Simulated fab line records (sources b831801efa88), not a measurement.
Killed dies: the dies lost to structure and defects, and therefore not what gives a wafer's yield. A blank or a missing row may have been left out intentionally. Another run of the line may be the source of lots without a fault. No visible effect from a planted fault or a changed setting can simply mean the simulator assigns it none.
A lot that was struck, set against a sound lot + flow sky130 + 4 out of 708 route steps
Sound: wafers L558.2, L558.5, L558.6. Struck: wafers L557.1, L557.2, L557.3. Last of all comes the cause.
Order at every step that has rows: each side's tool, ch and its chambers, its first start. Under that, the readings that differ: sound wafers + struck wafers + difference of the means + sigmas: that difference in standard deviations of wafers without a fault.
alike: readings with means less than 2 such deviations apart, plus words and numbers identical on both sides. not compared: withheld readings, readings lacking a value on some wafer, bounds such as >300 that could conceal the same value, and numbers that have no deviation in the record and whose values overlap.
A row with sigmas, a row that says differs or no value, or rows on one side alone: a step with any of these is where the two part. When numbers do not overlap yet have no deviation, they are printed without sigmas and do not part them. A reading that every wafer of one side lacks parts them only if that side has two wafers or more.

SKY_FIELD_ISO_BOW_MEAS_00:
  sound: film_metro-03 at day 5 14:01; struck: film_metro-04 at day 5 09:00
  alike: INCOMING_BOW
SKY_FIELD_ISO_OXIDATION_01: stabilise 600 s, purge 300 s, target thk 12 nm.
  struck on furnace-01, day 5 09:07; sound on furnace-01 ch 0, day 5 14:58
  no value came back on the struck wafers for ox_temp_c (C), ox_temp_c_max, spike_tc_upper_C (C); on the sound wafers ox_temp_c (C) reads 900.5 900.4 901.2
then, 1 step without rows for these wafers: SKY_FIELD_ISO_CVD_03 (deposits Si3N4 from DCS/NH3, target thk 165 nm, time 2830 s).
-- the record jumps here: 45 days lie between the struck wafers' starts before and after (it left off in module FIELD_ISO and takes up again in module PAD_OPEN, whose first step shown is number 708 of the route) --
SKY_PAD_OPEN_PROBE_99:
  sound: prober-02 at day 51 08:43; struck: prober-02 at day 50 19:16
| reading                                          | sound                | struck               | difference | sigmas |
|--------------------------------------------------|----------------------|----------------------|------------|--------|
| model.etest.res_iso_pwell.rs_ohm_sq              | 3194 3158 3046       | 2510 2511 2480       | -632       |        |
| model.etest.res_iso_pwell.line_ohm_um            | 1209 1220 1163       | 932.4 946.6 935.2    | -259.3     |        |
| model.etest.cap_li_to_poly.c_af_um2              | 99.33 100.4 100.7    | 94.13 97.44 96.42    | -4.15      |        |
| model.etest.field_p.vt_v (V)                     | -42.65 -42.42 -41.2  | -40.89 -41.08 -40.83 | +1.16      |        |
| model.etest.field_n.vt_v (V)                     | 36.49 36.4 35.91     | 33.2 33.24 32.99     | -3.1       |        |
| model.etest.diode_ndiff_fingers.leak_log10_a_cm2 | -6.391 -6.838 -6.684 | -5.946 -6.024 -5.865 | +0.693     |        |
  not compared: model.etest.pfet_16v.r_on_ohm_um, model.etest.cap_poly_to_well.c_af_um2

## WHERE THEY PART
SKY_FIELD_ISO_OXIDATION_01 only, going by this record.

WHY: the cause the simulator had injected
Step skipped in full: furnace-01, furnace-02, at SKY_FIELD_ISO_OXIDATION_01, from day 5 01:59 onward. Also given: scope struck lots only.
